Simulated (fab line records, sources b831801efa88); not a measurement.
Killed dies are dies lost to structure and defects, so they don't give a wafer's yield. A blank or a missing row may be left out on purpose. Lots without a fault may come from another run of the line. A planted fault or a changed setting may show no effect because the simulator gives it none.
One fault seen from 2 desks | flow gf180mcu | each desk has only its own numbers; what lay behind them comes last

THE TOOL OWNER'S DESK: litho_track-01
The tool's own readings at GF_M4_PEB_12 (peb time 90 s): means of the sampled wafers that have a number, for each lot that ran on this tool. A lot is out of limits, marked OUT, if its mean lies more than 4 standard deviations from the usual mean; the brackets give that distance.
Columns: A = exhaust_pa at GF_M4_PEB_12, usual 45.0 Pa; B = heater_power_total_W at GF_M4_PEB_12, usual 85.69 W
lot  | first seen here | A    | B
L316 | day 23 13:08    | 44.6 | 85.62
L328 | day 27 06:47    | 45.9 | 86.68 (+12) OUT
L339 | day 30 10:20    | 44.3 | 85.79
This desk's finding: out of limits on L328; first on L328, day 27 06:47 (heater_power_total_W at GF_M4_PEB_12). In limits: L316, L339.

THE METROLOGY DESK
What the gauges read, lot by lot, whatever tool the lot ran on: means of the sampled wafers that have a number. A lot is out of limits, marked OUT, if its mean lies more than 4 standard deviations from the usual mean; the brackets give that distance.
Columns: A = V3_CVD_00_THK at GF_V3_THK_MEAS_01, usual 599 nm; B = V3_BOW at GF_V3_BOW_MEAS_05, usual 113 um; C = cd_nm at GF_V3_CD_MEAS_14, usual 259.8 nm
lot  | first seen here | A   | B   | C
L316 | day 21 12:34    | 594 | 115 | 260.5
L317 | day 21 19:30    | 601 | 124 | 259.9
L318 | day 22 06:41    | 597 | 116 | 260.6
L328 | day 25 11:33    | 597 | 115 | 258.6
L329 | day 26 03:13    | 610 | 110 | 259.7
L330 | day 26 07:19    | 601 | 118 | 259.7
L331 | day 26 15:58    | 613 | 113 | 260.3
L332 | day 26 21:39    | 600 | 106 | 259.1
L333 | day 27 05:05    | 595 | 125 | 258.0
L334 | day 27 13:19    | 597 | 95  | 260.1
L335 | day 27 19:31    | 592 | 120 | 257.5
L336 | day 28 01:12    | 602 | 122 | 258.0
L339 | day 28 19:17    | 601 | 104 | 259.6
This desk's finding: nothing out of limits on any of the 13 lots.

PUT TOGETHER
The tool owner's desk could have raised an alarm at day 27 06:47, on L328.
The metrology desk saw nothing out of limits.
The metrology desk has L328 on record, within its limits.
Of the lots named, all ran GF_M4_PEB_12 on litho_track-01.

WHAT THE SIMULATOR HAD PUT IN
Process parameter drift: litho_track-01, from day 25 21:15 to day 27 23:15, at GF_M4_PEB_12. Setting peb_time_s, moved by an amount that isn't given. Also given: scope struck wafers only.
Lots struck among those shown: L328.
Hours from the fault's start to each desk's first reading out of limits: the tool owner's desk, 34.
